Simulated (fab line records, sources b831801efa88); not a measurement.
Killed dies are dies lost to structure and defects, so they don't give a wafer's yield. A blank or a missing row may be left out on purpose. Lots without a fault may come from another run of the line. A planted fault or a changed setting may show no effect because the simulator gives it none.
Which tool did it? | flow gf180mcu | 12 lots, 36 wafers sampled, at 4 steps of a route of 602

WHAT THE GAUGES READ, wafer by wafer
GF_STI_BOW_MEAS_00.
lot  | measured    | on            | INCOMING_BOW (um)
L681 | day 1 15:00 | film_metro-02 | 1 -5 5
L682 | day 1 20:00 | film_metro-02 | -2 -4 -6
L683 | day 2 01:04 | film_metro-02 | -5 -5 4
L685 | day 2 11:01 | film_metro-02 | -8 3 0
L688 | day 3 02:00 | film_metro-02 | 0 6 -6
L689 | day 3 07:00 | film_metro-03 | -1 -7 6
L690 | day 3 12:01 | film_metro-03 | 2 4 -2
L691 | day 3 17:02 | film_metro-03 | -7 6 7
L696 | day 4 18:01 | film_metro-03 | 0 -8 -3
L698 | day 5 04:02 | film_metro-03 | -8 7 3
L700 | day 5 14:00 | film_metro-03 | 5 5 -1
L703 | day 6 05:00 | film_metro-02 | -2 -5 4

GF_MVSD_OVL_MEAS_07.
lot  | measured    | on         | MVSD_OVL (nm)
L681 | day 4 17:51 | overlay-01 | 1.6 3.7 1.0
L682 | day 4 22:21 | overlay-01 | 1.5 1.1 2.6
L683 | day 5 04:05 | overlay-02 | -2.6 -1.1 -1.6
L685 | day 5 14:23 | overlay-01 | -2.4 -0.6 -0.9
L688 | day 6 10:23 | overlay-02 | 1.4 0.5 2.4
L689 | day 6 16:17 | overlay-02 | -3.0 -2.8 -1.5
L696 | day 8 06:07 | overlay-01 | 1.5 -1.5 1.7
L698 | day 8 18:34 | overlay-01 | -1.3 0.2 -1.7
L700 | day 9 06:45 | overlay-01 | 1.4 -0.8 1.0
L703 | day 9 23:01 | overlay-01 | -0.8 0.0 1.3

WHICH TOOL RAN EACH LOT (tool, then ch and the chambers of the sampled wafers, then the start)
lot  | GF_STI_ETCH_14                  | GF_STI_STRIP_15
L681 | rie_si-02 ch 1,2,3, day 2 06:30 | plasma_asher-02 ch 0,1, day 2 06:34
L682 | rie_si-02 ch 0,2,3, day 2 11:49 | plasma_asher-04 ch 0,1, day 2 11:53
L683 | rie_si-02 ch 1,2,3, day 2 17:26 | plasma_asher-04 ch 0,1, day 2 17:32
L685 | rie_si-01 ch 1,2, day 3 03:00   | plasma_asher-01 ch 0,1, day 3 03:04
L688 | rie_si-02 ch 0,3, day 3 18:52   | plasma_asher-02 ch 0, day 3 18:56
L689 | rie_si-02 ch 0,2,3, day 4 00:24 | plasma_asher-04 ch 0,1, day 4 00:28
L690 | rie_si-02 ch 1,2,3, day 4 05:22 | plasma_asher-04 ch 0,1, day 4 05:26
L691 | rie_si-01 ch 0,1,2, day 4 10:17 | plasma_asher-02 ch 0,1, day 4 10:23
L696 | rie_si-02 ch 0,2,3, day 5 11:35 | plasma_asher-02 ch 0, day 5 11:40
L698 | rie_si-01 ch 1,3, day 5 22:20   | plasma_asher-04 ch 0,1, day 5 22:26
L700 | rie_si-01 ch 0,1,3, day 6 08:22 | plasma_asher-02 ch 0,1, day 6 08:26
L703 | rie_si-02 ch 0,1, day 7 00:27   | plasma_asher-01 ch 0,1, day 7 00:31
- GF_STI_ETCH_14: etches Si in HBr/Cl2/O2, target depth 360 nm, time 102.9 s.
- GF_STI_STRIP_15: strips in O2/N2.

WHAT THE TOOLS THEMSELVES READ (means of the sampled wafers that have a number; where no wafer has one, the mark that the record gives instead)
GF_STI_ETCH_14.
lot  | tool      | HBr_flow_sccm (sccm) | O2_flow_sccm (sccm) | drypump_motor_current_A (A) | mfc_cl2_sccm (sccm) | oes_product_au (a.u.) | throttle_valve_pct (%)
L681 | rie_si-02 | 149.8                | 6.018               | 5.6                         | 40.09               | 1.000                 | 25.651
L682 | rie_si-02 | 149.9                | 6.005               | 5.5                         | 40.06               | 1.005                 | 25.652
L683 | rie_si-02 | 150.3                | 6.011               | 5.6                         | 40.06               | 1.002                 | 25.650
L685 | rie_si-01 | 149.6                | 6.002               | 5.5                         | 40.09               | 1.014                 | 25.654
L688 | rie_si-02 | 149.8                | 6.023               | 5.4                         | 40.08               | 1.014                 | 25.653
L689 | rie_si-02 | 149.8                | 6.000               | 5.6                         | 40.08               | 1.006                 | 25.662
L690 | rie_si-02 | -                    | -                   | -                           | -                   | -                     | -
L691 | rie_si-01 | -                    | -                   | -                           | -                   | -                     | -
L696 | rie_si-02 | 150.2                | 5.980               | 5.6                         | 40.08               | 0.996                 | 25.664
L698 | rie_si-01 | 149.5                | 5.999               | 6.0                         | 40.05               | 1.008                 | 25.656
L700 | rie_si-01 | 149.6                | 5.996               | 5.7                         | 40.11               | 1.010                 | 25.645
L703 | rie_si-02 | 150.2                | 5.995               | 5.5                         | 40.06               | 1.007                 | 25.636

GF_STI_STRIP_15.
lot  | tool            | drypump_motor_current_A (A) | heater_power_w (W) | oes_product_au (a.u.) | strip_time_to_endpoint_s (s)
L681 | plasma_asher-02 | 5.92                        | 330                | 0.379                 | 3.71
L682 | plasma_asher-04 | 5.30                        | 300                | 0.385                 | 3.76
L683 | plasma_asher-04 | 5.19                        | 293                | 0.383                 | 3.74
L685 | plasma_asher-01 | 5.58                        | 325                | 0.386                 | 3.78
L688 | plasma_asher-02 | 5.96                        | 337                | 0.385                 | 3.81
L689 | plasma_asher-04 | 5.17                        | 294                | 0.379                 | 3.69
L690 | plasma_asher-04 | 5.19                        | 294                | 0.438                 | 4.98
L691 | plasma_asher-02 | 5.91                        | 322                | 0.439                 | 4.98
L696 | plasma_asher-02 | 6.00                        | 340                | 0.385                 | 3.74
L698 | plasma_asher-04 | 5.21                        | 295                | 0.381                 | 3.67
L700 | plasma_asher-02 | 5.90                        | 327                | 0.388                 | 3.72
L703 | plasma_asher-01 | 5.59                        | 327                | 0.384                 | 3.77

THE ANSWER, worked out from the rows above alone
Rule: what is usual is taken from the lots themselves. Put in order of their means at a reading, lots are off if they are a third of the lots or fewer, leave a main group of 4 or more, and stand apart from it by a gap of 3 or more times the standard deviation of the main group's means; of several such gaps the widest counts. A main group whose means are all the same, to the digits that the tables above print for the reading, isn't used. A lot without any number at a reading at which 4 lots or more have one is off too. The other lots that the step has rows for count as sound. The gauges are gone through in route order, then the tools' own readings, and for those a lot's mean is taken as printed above. The first step at which some lot is off is used, and at that step the reading that is off furthest; a lot without a number counts as furthest.
Off: L690, L691, at GF_STI_ETCH_14 (HBr_flow_sccm). Without a number there: L690, L691. The main group: mean 149.9 sccm, standard deviation 0.26.
A tool fits if, at that step or a process step before it, it ran every lot that is off, and no sound lot after the first of them. None of those tried fits.

WHAT THE SIMULATOR HAD PUT IN
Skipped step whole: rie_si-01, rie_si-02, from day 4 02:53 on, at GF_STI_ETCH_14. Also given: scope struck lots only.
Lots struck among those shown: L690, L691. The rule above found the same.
